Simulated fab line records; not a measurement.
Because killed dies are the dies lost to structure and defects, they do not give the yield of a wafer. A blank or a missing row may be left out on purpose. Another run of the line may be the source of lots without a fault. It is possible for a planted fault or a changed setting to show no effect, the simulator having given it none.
Code-filled problem report in 8D (eight disciplines) form    flow gf180mcu    the parts of the form that need people (team, actions taken, sign-off) are left out

== 1. WHAT WENT WRONG ==
Across 6 wafers from 2 lots, MVSD_RS at GF_VT_IMPLANT_RS_MEAS_46 averages 485.9 ohm/sq, while fault-free wafers read 456.5 ohm/sq with a standard deviation of 1.2. That is +24 standard deviations from the usual mean.
The step: measures by four-point-probe.
Earliest sighting: wafer L448.3 on filmMetro-04 at day 12 11:52. The record has a number at this step for 33 wafers belonging to 11 lots. By rule, "out" or "out of limits" means more than 4 standard deviations away from the usual mean. All remaining wafers that have a number are taken as sound.

== 2. WHAT IT IS, WHAT IT ISN'T ==
question                     is                          is not
which readings at this step  MVSD_RS                     -
which lots                   L448, L449                  L430, L431, L432, L437, L442, L443, L444, L446, L451
which wafers of those lots   all that have a number      -
read on which gauges         filmMetro-01, filmMetro-04  filmMetro-02
when                         from day 12 11:52           up to then (24 sound wafers); but 3 sound wafers of L451 came after

== 3. WHAT RULES OUT EACH SUSPECT ==
Counting: a tool at a process step up to the reading stays a suspect if it ran every lot that is out and no sound lot after the first of them.
- ruled out: the gauge at GF_VT_IMPLANT_RS_MEAS_46. 2 gauges (filmMetro-01, filmMetro-04) read the wafers that are out.
- plasmaAsher-02 at GF_DNWELL_STRIP_08 (strips in O2/N2): ruled out as a lasting fault. Sound lots L451 ran on it after its first lot that is out, L448 (day 6 17:26).
- implanter-04 at GF_MVSD_IMPLANT_09: kept. It processed each lot that is out, first L448 at day 8 17:46, and no sound lot thereafter; up to then, the last sound lot it processed was L444 at day 7 18:53. On those wafers its own readings are out: doseIonsCm2, faradayCurrentUA.
Remaining after the count: implanter-04 at GF_MVSD_IMPLANT_09.

== 4. THE CAUSE (what the simulator had put in) ==
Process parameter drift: implanter-04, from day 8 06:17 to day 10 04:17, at GF_MVSD_IMPLANT_09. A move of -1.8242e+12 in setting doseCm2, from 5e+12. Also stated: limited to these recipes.
This tool alone remained once counting was done.

== 5. THE EFFECT CHAIN, in route order ==
One row per reading whose mean, taken over the struck wafers that have a number, lies over 3 standard deviations from the usual. Scope: only readings with a usual standard deviation given in the record; hours: median across lots of the time from each lot's start at the first step in this table that gives one to its start at this step; sigmas: change in usual standard deviations.
hours  step                      reading           usual         on struck wafers  change  sigmas
0      GF_MVSD_IMPLANT_09        doseIonsCm2       5e+12         3e+12             -2e+12  -99 or more
0      GF_MVSD_IMPLANT_09        faradayCurrentUA  28.2          17.8              -10.4   -18
92     GF_VT_IMPLANT_RS_MEAS_46  MVSD_RS           456.5 ohm/sq  485.9             +29.4   +24
It contains these process steps:
- GF_MVSD_IMPLANT_09

== 6. HOW IT WOULD HAVE BEEN CAUGHT EARLIER ==
The first out-of-limits reading at a measuring or inspecting step in this record came at day 12 11:52, 102 hours after the fault's start at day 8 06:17.
At GF_MVSD_IMPLANT_09, the tool's own readings (doseIonsCm2, faradayCurrentUA) were out on each struck wafer the step has a row for, so an alarm limit on them would have fired on the first such wafer.
All the lots that are out (2) had begun GF_MVSD_IMPLANT_09 on implanter-04 by day 12 11:52. None of them would have been spared by holding the tool at that moment.
